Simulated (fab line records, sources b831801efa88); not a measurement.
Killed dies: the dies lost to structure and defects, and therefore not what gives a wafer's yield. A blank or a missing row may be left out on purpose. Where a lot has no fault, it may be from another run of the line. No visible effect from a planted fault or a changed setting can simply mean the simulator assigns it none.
Comparing a struck lot with a sound one / flow sky130 / 43 steps out of a route of 708
Sound: these wafers, L944.1, L944.5, L944.6. Struck: wafers L952.3, L952.4, L952.5. The cause comes at the end.
For every step that has rows: the tool of each side, followed by ch and its chambers, followed by its first start. Under that, the readings that differ: sound wafers / struck wafers / difference of the means / sigmas: that difference in standard deviations of wafers without a fault.
alike: readings with means less than 2 such deviations apart, plus words and numbers identical on both sides. not compared: withheld readings, readings lacking a value on some wafer, bounds such as >300 that could conceal the same value, and numbers that have no deviation in the record and whose values overlap.
Wherever a step has rows on one side only, a row that says differs or no value, or a row with sigmas, the two part there. Numbers that don't overlap but have no deviation are shown without sigmas and don't part them. Lack of a reading on every wafer of one side parts them only where that side has two or more wafers.

first, 3 steps without rows for these wafers: SKY_VIA3_STRIP_17 (strips in post etch residue remover, time 1200 s); SKY_VIA3_CLEAN_18 (cleans in IPA, time 180 s); SKY_VIA3_CLEAN_19 (cleans in O3/DIW).
SKY_VIA3_SPUTTER_20: material TiN, target thk 20 nm, time 80 s.
  sound on pvd-sputter-01 at day 40 16:09; struck on pvd-sputter-01 at day 43 19:20
  alike: throttle-valve-pct
SKY_VIA3_CVD_21: deposits W, target thk 390 nm, time 117.31 s.
  sound on cvd-w-02 ch 0, day 40 16:13; struck on cvd-w-02 ch 0,1, day 43 19:26
  alike: heater-power-w
SKY_VIA3_RS_MEAS_22: measures by four-point-probe.
  sound on film-metro-01 at day 40 16:27; struck on film-metro-03 at day 43 19:34
  alike: VIA3_W_RS
SKY_VIA3_THK_MEAS_23: measures by xrf.
  sound on film-metro-01 at day 40 16:34; struck on film-metro-03 at day 43 19:40
  alike: VIA3_W_THK
then, 2 steps without rows for these wafers: SKY_VIA3_CMP_24 (polishes, stops on SiO2, t overpolish 20 s, target thk 0 nm); SKY_METAL4_SPUTTER_00 (material Ti, target thk 15 nm, time 10 s).
SKY_METAL4_SPUTTER_01: material TiN, target thk 20 nm, time 16.7 s.
  sound on pvd-sputter-04 at day 40 16:58; struck on pvd-sputter-01 at day 43 20:02
  alike: throttle-valve-pct
then, 2 steps without rows for these wafers: SKY_METAL4_SPUTTER_02 (material AlCu, target thk 735 nm, time 38.4 s); SKY_METAL4_SPUTTER_03 (material Ti, target thk 5 nm, time 3.3 s).
SKY_METAL4_SPUTTER_04: material TiN, target thk 70 nm, time 58.3 s.
  sound on pvd-sputter-04 at day 40 17:02; struck on pvd-sputter-01 at day 43 20:07
  alike: throttle-valve-pct
SKY_CAP2M_CVD_00: deposits SiO2, target thk 15.5 nm.
  sound on pecvd-01 ch 0,1, day 40 17:05; struck on pecvd-03 ch 0,1,2, day 43 20:10
  alike: heater-power-w
SKY_CAP2M_THK_MEAS_01:
  sound on film-metro-02 at day 40 17:07; struck on film-metro-04 at day 43 20:12
  alike: CAP2M_CVD_00_THK
then, 1 step without rows for these wafers: SKY_CAP2M_SPUTTER_02 (material TiN, target thk 200 nm, time 166.7 s).
SKY_CAP2M_RS_MEAS_03: measures by four-point-probe.
  sound on film-metro-01 at day 40 17:17; struck on film-metro-01 at day 43 20:23
  alike: CAP2M_TIN_RS
SKY_CAP2M_THK_MEAS_04: measures by xrf.
  sound on film-metro-01 at day 40 17:24; struck on film-metro-01 at day 43 20:29
  alike: CAP2M_TIN_THK
then, 7 steps without rows for these wafers: SKY_CAP2M_DEHYDRATE_05 (time 60 s); SKY_CAP2M_HMDS_06 (prime time 60 s); SKY_CAP2M_COAT_07 (resist thk 1140 nm); SKY_CAP2M_SOFTBAKE_08 (time 60 s); SKY_CAP2M_EXPOSE_09 (exposes mask CAP2M, target cd 1000 nm); SKY_CAP2M_PEB_10; SKY_CAP2M_DEVELOP_11 (develop time 60 s).
SKY_CAP2M_OVL_MEAS_12:
  sound on overlay-02 at day 41 16:37; struck on overlay-01 at day 44 18:23
  alike: CAP2M_OVL
SKY_CAP2M_METAL_ETCH_13: etches TiN in Cl2/BCl3, stops on SiO2, target depth 220 nm, time 62.9 s.
  sound on rie-metal-04 ch 1, day 41 16:39; struck on rie-metal-03 ch 0,1, day 44 18:26
  alike: drypump-motor-current-A, oes-product-au, throttle-valve-pct
  not compared: rf-hours-counter-h
then, 12 steps without rows for these wafers: SKY_CAP2M_STRIP_14 (strips in O2/N2); SKY_CAP2M_STRIP_15 (strips in post etch residue remover, time 1200 s); SKY_CAP2M_CLEAN_16 (cleans in IPA, time 180 s); SKY_CAP2M_CLEAN_17 (cleans in O3/DIW); SKY_METAL4_DEHYDRATE_05 (time 60 s); SKY_METAL4_HMDS_06 (prime time 60 s); SKY_METAL4_COAT_07 (resist thk 60 nm); SKY_METAL4_COAT_08 (resist thk 1140 nm); SKY_METAL4_SOFTBAKE_09 (time 90 s); SKY_METAL4_EXPOSE_10 (exposes mask MM4, target cd 300 nm); SKY_METAL4_PEB_11; SKY_METAL4_DEVELOP_12 (develop time 60 s).
SKY_METAL4_CD_MEAS_13 targets a cd of 300 nm.
  sound on cd-sem-02 at day 42 16:25; struck on cd-sem-02 at day 45 16:30
  alike: cd-nm
SKY_METAL4_OVL_MEAS_14:
  sound on overlay-01 at day 42 16:32; struck on overlay-01 at day 45 16:36
  alike: METAL4_OVL
then, 1 step without rows for these wafers: SKY_METAL4_DESCUM_15 (chemistry O2, time 8 s).
-- the record jumps here: 3 days lie between the struck wafers' starts before and after (it left off in module METAL4 and takes up again in module PAD_OPEN, whose first step shown is number 708 of the route) --
SKY_PAD_OPEN_PROBE_99:
  sound on prober-02 at day 46 14:32; struck on prober-01 at day 49 02:49
reading=defect-limited-yield (%); sound=81.9 79.7 83.1; struck=71.1 76.6 72.6; difference=-8.1; sigmas=-4
reading=killed_at_M4_up; sound=1 8 9; struck=64 30 38; difference=+38; sigmas=+20
reading=killed-dies; sound=89 100 83; struck=142 115 135; difference=+40; sigmas=+4
reading=sort_bin_3_pad_short (%); sound=0.6 1.4 0.8; struck=2.4 2.8 2.8; difference=+1.7; sigmas=+4
reading=sort_bin_5_function (%); sound=12.2 12.8 10.0; struck=20.7 13.4 17.9; difference=+5.7; sigmas=+4
reading=sort-n-pass; sound=403 392 409; struck=350 377 357; difference=-40; sigmas=-4
reading=sort-yield-pct (%); sound=81.9 79.7 83.1; struck=71.1 76.6 72.6; difference=-8.1; sigmas=-4
reading=model.etest.tester.sort-n-pass; sound=403 392 409; struck=350 377 357; difference=-40; sigmas=
reading=model.etest.tester.sort-yield-pct (%); sound=81.91 79.67 83.13; struck=71.14 76.63 72.56; difference=-8.13; sigmas=
reading=model.etest.tester.sort_bin_5_pct (%); sound=12.2 12.8 9.959; struck=20.73 13.41 17.89; difference=+5.69; sigmas=
reading=model.etest.tester.sort_bin_3_pct (%); sound=0.6098 1.423 0.813; struck=2.439 2.846 2.846; difference=+1.762; sigmas=
  alike: killed_at_M0_to_M3, killed-at-contacts, killed-at-front-end, killed-at-other, killed-open, killed-short, sort_bin_6_memory

## WHERE THEY PART
SKY_PAD_OPEN_PROBE_99 only, going by this record.

WHY: the cause the simulator had injected
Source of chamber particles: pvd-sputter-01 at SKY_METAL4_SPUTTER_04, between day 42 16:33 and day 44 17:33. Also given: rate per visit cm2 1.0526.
